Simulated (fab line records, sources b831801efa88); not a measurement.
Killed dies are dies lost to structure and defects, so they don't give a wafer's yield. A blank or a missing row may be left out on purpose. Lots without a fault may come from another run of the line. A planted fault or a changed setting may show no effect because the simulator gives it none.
Which tool did it? | flow gf180mcu | 10 lots, 30 wafers sampled, at 4 steps of a route of 602

WHAT THE GAUGES READ, wafer by wafer
GF_V3_RS_MEAS_24: measures by four-point-probe.
lot  | measured     | on            | V3_W_RS (ohm/sq)
L261 | day 22 20:13 | film_metro-01 | 0.325 0.327 0.322
L262 | day 23 07:41 | film_metro-04 | 0.325 0.325 0.328
L264 | day 23 23:32 | film_metro-04 | 0.325 0.331 0.329
L266 | day 24 08:48 | film_metro-01 | 0.331 0.330 0.332
L267 | day 24 13:37 | film_metro-04 | 0.327 0.319 0.319
L268 | day 25 01:43 | film_metro-01 | 0.326 0.330 0.332
L269 | day 25 16:34 | film_metro-01 | 0.336 0.335 0.337
L271 | day 25 21:00 | film_metro-01 | 0.328 0.330 0.334
L273 | day 26 19:31 | film_metro-04 | 0.329 0.331 0.328
L276 | day 27 12:03 | film_metro-04 | 0.324 0.229 0.328

WHICH TOOL RAN EACH LOT (tool, then ch and the chambers of the sampled wafers, then the start)
lot  | GF_V3_CMP_04                  | GF_V3_SPUTTER_22             | GF_V3_CVD_23
L261 | cmp-01 ch 0,1, day 21 20:06   | pvd_sputter-03, day 22 20:03 | cvd_w-02 ch 0,1, day 22 20:05
L262 | cmp-02 ch 0,1,2, day 22 07:28 | pvd_sputter-02, day 23 07:31 | cvd_w-02 ch 0,1, day 23 07:33
L264 | cmp-01 ch 0,2, day 22 23:53   | pvd_sputter-01, day 23 23:21 | cvd_w-02 ch 0,1, day 23 23:24
L266 | cmp-01 ch 1,3, day 23 09:17   | pvd_sputter-02, day 24 08:39 | cvd_w-02 ch 0, day 24 08:41
L267 | cmp-02 ch 0,1,2, day 23 14:21 | pvd_sputter-02, day 24 13:28 | cvd_w-02 ch 0,1, day 24 13:30
L268 | cmp-02 ch 1,2,3, day 24 02:08 | pvd_sputter-01, day 25 01:32 | cvd_w-01 ch 0,1, day 25 01:37
L269 | cmp-01 ch 0,2,3, day 24 17:05 | pvd_sputter-01, day 25 16:24 | cvd_w-02 ch 0,1, day 25 16:26
L271 | cmp-01 ch 0,1,3, day 24 22:14 | pvd_sputter-03, day 25 20:51 | cvd_w-02 ch 0,1, day 25 20:53
L273 | cmp-01 ch 1,2, day 25 21:04   | pvd_sputter-01, day 26 19:22 | cvd_w-01 ch 1, day 26 19:25
L276 | cmp-02 ch 0,2,3, day 26 13:38 | pvd_sputter-01, day 27 11:54 | cvd_w-02 ch 0,1, day 27 11:56
- GF_V3_CMP_04: polishes SiO2.
- GF_V3_SPUTTER_22: material TiN, target thk 10 nm, time 40 s.
- GF_V3_CVD_23: deposits W, target thk 350 nm, time 104.9 s.

THE ANSWER, worked out from the rows above alone
Rule: what is usual is taken from the lots themselves. Put in order of their means at a reading, lots are off if they are a third of the lots or fewer, leave a main group of 4 or more, and stand apart from it by a gap of 3 or more times the standard deviation of the main group's means; of several such gaps the widest counts. A main group whose means are all the same, to the digits that the tables above print for the reading, isn't used. A lot without any number at a reading at which 4 lots or more have one is off too. The other lots that the step has rows for count as sound.
Off: L276, at GF_V3_RS_MEAS_24 (V3_W_RS). The main group: mean 0.329 ohm/sq, standard deviation 0.0039.
A tool fits if, at a process step before that reading, it ran every lot that is off, and no sound lot after the first of them. The gauges at GF_V3_RS_MEAS_24 are tried like those tools. Can't be told from this: 4 tools fit, cmp-02 at GF_V3_CMP_04, pvd_sputter-01 at GF_V3_SPUTTER_22, cvd_w-02 at GF_V3_CVD_23, film_metro-04 at GF_V3_RS_MEAS_24.

WHAT THE SIMULATOR HAD PUT IN
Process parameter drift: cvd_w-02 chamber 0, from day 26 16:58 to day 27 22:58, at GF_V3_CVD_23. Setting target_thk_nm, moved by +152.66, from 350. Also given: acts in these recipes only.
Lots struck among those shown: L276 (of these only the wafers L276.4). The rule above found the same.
